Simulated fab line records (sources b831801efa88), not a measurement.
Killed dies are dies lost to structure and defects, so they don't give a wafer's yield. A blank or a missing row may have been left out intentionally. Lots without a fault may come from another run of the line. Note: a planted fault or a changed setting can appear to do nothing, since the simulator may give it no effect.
2 desks looking at one fault	flow sfq-line	what lay behind the numbers comes last; until then each desk has only its own

METROLOGY DESK
Lot by lot, what the gauges showed, no matter which tool ran the lot: averages of those sampled wafers that carry a number. Marked OUT: a lot whose mean sits more than 4 standard deviations from the usual mean, which makes it out of limits; the brackets give that distance.
Columns: A = C5_OVL at SFQ_C5_OVL_MEAS_937, usual 0 nm
lot	first seen here	A
L390	day 69 16:41	-7
L391	day 69 19:05	-11
L392	day 69 21:36	4
L393	day 70 14:36	-3
L394	day 70 19:23	8
L395	day 71 11:28	7
L396	day 71 20:30	-1
L402	day 78 11:49	2
L404	day 79 11:57	4
L405	day 79 17:56	4
L406	day 79 20:50	1
L408	day 80 05:55	5
L409	day 80 08:19	1
L412	day 80 19:07	-8
Result from this desk: across the 14 lots, nothing is out of limits.

FOR THE TOOL OWNER'S DESK: pecvd-03
The tool's own readings at SFQ_TRILAYER_A5C_DEP_PECVD_142 (deposits SiO2 from SiH4/N2O, time 15.556 s, target thk 70 nm): means of the sampled wafers that have a number, for each lot that ran on this tool. Marked OUT: a lot whose mean sits more than 4 standard deviations from the usual mean, which makes it out of limits; the brackets give that distance.
Columns: A = heater-power-w at SFQ_TRILAYER_A5C_DEP_PECVD_142, usual 90 W; B = throttle-valve-pct at SFQ_TRILAYER_A5C_DEP_PECVD_142, usual 25.1 %
lot	first seen here	A	B
L391	day 65 02:19	76	23.3
L394	day 70 13:22	94	25.0
L395	day 71 05:56	82	24.3
L402	day 74 19:38	94	25.5
L404	day 75 10:11	95	25.5
Result from this desk: across the 5 lots, nothing is out of limits.

ALL TOGETHER
Nothing out of limits was seen by the metrology desk.
Nothing out of limits was seen by the tool owner's desk.

WHAT HAD BEEN PUT IN BY THE SIMULATOR
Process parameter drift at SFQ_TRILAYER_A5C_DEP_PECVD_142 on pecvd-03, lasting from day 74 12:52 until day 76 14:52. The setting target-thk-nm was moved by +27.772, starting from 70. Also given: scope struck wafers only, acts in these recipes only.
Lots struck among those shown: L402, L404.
